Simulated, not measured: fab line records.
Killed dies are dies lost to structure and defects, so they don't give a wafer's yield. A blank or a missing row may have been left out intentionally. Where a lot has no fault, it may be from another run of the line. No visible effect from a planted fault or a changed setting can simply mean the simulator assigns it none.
One fault through the eyes of 2 desks + flow gf180mcu + what lay behind the numbers comes last; until then each desk has only its own

== TOOL OWNER'S DESK, cmp-01 ==
The tool's own readings at GF_V3_CMP_04 (polishes SiO2): means of the sampled wafers that have a number, for each lot that ran on this tool. A lot is out of limits, marked OUT, if its mean lies more than 4 standard deviations from the usual mean; the brackets give that distance.
Columns: A = motor-current-A at GF_V3_CMP_04, usual 12.2 A; B = retaining-ring-pressure-frac at GF_V3_CMP_04, usual 0.999; C = time-to-endpoint-s at GF_V3_CMP_04, usual 80 s
| lot  | first seen here | A    | B     | C  |
|------|-----------------|------|-------|----|
| L518 | day 22 00:01    | 12.7 | 0.991 | 81 |
| L519 | day 22 09:38    | 11.3 | 0.992 | 83 |
| L521 | day 23 08:41    | 10.5 | 1.003 | 74 |
| L531 | day 26 12:50    | 12.4 | 1.003 | 71 |
| L540 | day 29 06:04    | 11.9 | 1.004 | 75 |
This desk found nothing out of limits on any of the 5 lots.

== METROLOGY DESK ==
What the gauges read, lot by lot, whatever tool the lot ran on: means of the sampled wafers that have a number. A lot is out of limits, marked OUT, if its mean lies more than 4 standard deviations from the usual mean; the brackets give that distance.
Columns: A = M2_ALCU_THK at GF_M2_THK_MEAS_06, usual 441 nm
| lot  | first seen here | A   |
|------|-----------------|-----|
| L517 | day 18 04:43    | 436 |
| L518 | day 18 17:26    | 437 |
| L519 | day 19 03:53    | 443 |
| L521 | day 20 05:19    | 447 |
| L525 | day 21 17:37    | 446 |
| L529 | day 23 04:17    | 442 |
| L530 | day 23 06:25    | 445 |
| L531 | day 23 15:24    | 445 |
| L533 | day 24 08:42    | 443 |
| L535 | day 25 00:44    | 441 |
| L536 | day 25 08:46    | 445 |
| L539 | day 26 04:34    | 435 |
| L540 | day 26 13:28    | 437 |
This desk found nothing out of limits on any of the 13 lots.

== ALL TOGETHER ==
The desk of the tool owner found nothing out of limits.
Nothing out of limits was seen by the metrology desk.

== WHAT THE SIMULATOR PUT IN ==
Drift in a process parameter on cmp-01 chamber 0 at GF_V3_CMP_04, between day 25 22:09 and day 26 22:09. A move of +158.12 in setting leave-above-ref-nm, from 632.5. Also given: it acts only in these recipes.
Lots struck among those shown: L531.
